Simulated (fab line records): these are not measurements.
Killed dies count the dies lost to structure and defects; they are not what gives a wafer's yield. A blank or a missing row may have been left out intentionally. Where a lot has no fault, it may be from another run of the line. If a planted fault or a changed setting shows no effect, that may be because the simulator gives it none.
8D (eight disciplines) problem report, filled in by code / flow sky130 / the parts of the form that need people (team, actions taken, sign-off) are left out

== 1. WHAT WENT WRONG ==
Wafers without a fault read 19.999, standard deviation 0.0061; beamEnergyKeV at SKY_LDD_N_IMPLANT_08 reads a mean of 18.209 on 9 wafers belonging to 3 lots. That is -99 or more standard deviations from the usual mean.
First observed at day 21 16:05: wafer L917.1, on implanter-02. The record has a number at this step for 39 wafers belonging to 13 lots. Rule for "out" (also "out of limits"): further than 4 standard deviations from the usual mean. Any other wafer with a number is counted as sound.

== 2. WHAT THIS IS AND IS NOT ==
question=which readings at this step | is=beamEnergyKeV | is not=-
question=which lots | is=L917, L918, L919 | is not=L906, L909, L911, L912, L916, L925, L926, L927, L928, L929
question=which wafers of those lots | is=all that have a number | is not=-
question=read on which tools | is=implanter-02 | is not=implanter-01, implanter-03
question=when | is=from day 21 16:05 | is not=up to then (15 sound wafers); but 15 sound wafers of L925, L926, L927, L928, L929 came after

== 3. WHAT RULES OUT EACH SUSPECT ==
Counting: a tool at any process step up to the reading remains a suspect when it ran all the lots that are out and ran no sound lot after the first of those.
- implanter-02 at SKY_LDD_N_IMPLANT_08: kept. It processed each lot that is out, first L917 at day 21 16:05, and no sound lot thereafter; up to then, the last sound lot it processed was L916 at day 21 01:29. Its own readings are out on those wafers: beamEnergyKeV.
Left after counting: implanter-02 at SKY_LDD_N_IMPLANT_08.

== 4. THE CAUSE (what the simulator had put in) ==
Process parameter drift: implanter-02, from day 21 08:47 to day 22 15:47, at SKY_LDD_N_IMPLANT_08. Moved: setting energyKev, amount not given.
After counting, this tool was the only one left.

== 5. THE EFFECT CHAIN, in route order ==
Rows list readings where the struck wafers' mean (over those with a number) sits beyond 3 standard deviations from the usual. Readings are gone through only where the record gives a usual standard deviation; hours: the median, over the lots, of the time from a lot's start at the first step in this table giving one to that lot's start at this step; sigmas: the change measured in usual standard deviations.
hours=0; step=SKY_LDD_N_IMPLANT_08; reading=beamEnergyKeV; usual=19.999; on struck wafers=18.209; change=-1.790; sigmas=-99 or more
Here are the process steps it includes:
- SKY_LDD_N_IMPLANT_08
Later steps that measure or inspect, where all struck wafers having a row at the step show a number for every such reading and not one has moved that far: SKY_LDD_HVP_OVL_MEAS_07.

== 6. HOW IT WOULD HAVE BEEN CAUGHT EARLIER ==
In this record no reading fell out of limits until day 21 16:05, 7 hours after the fault had begun at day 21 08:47.
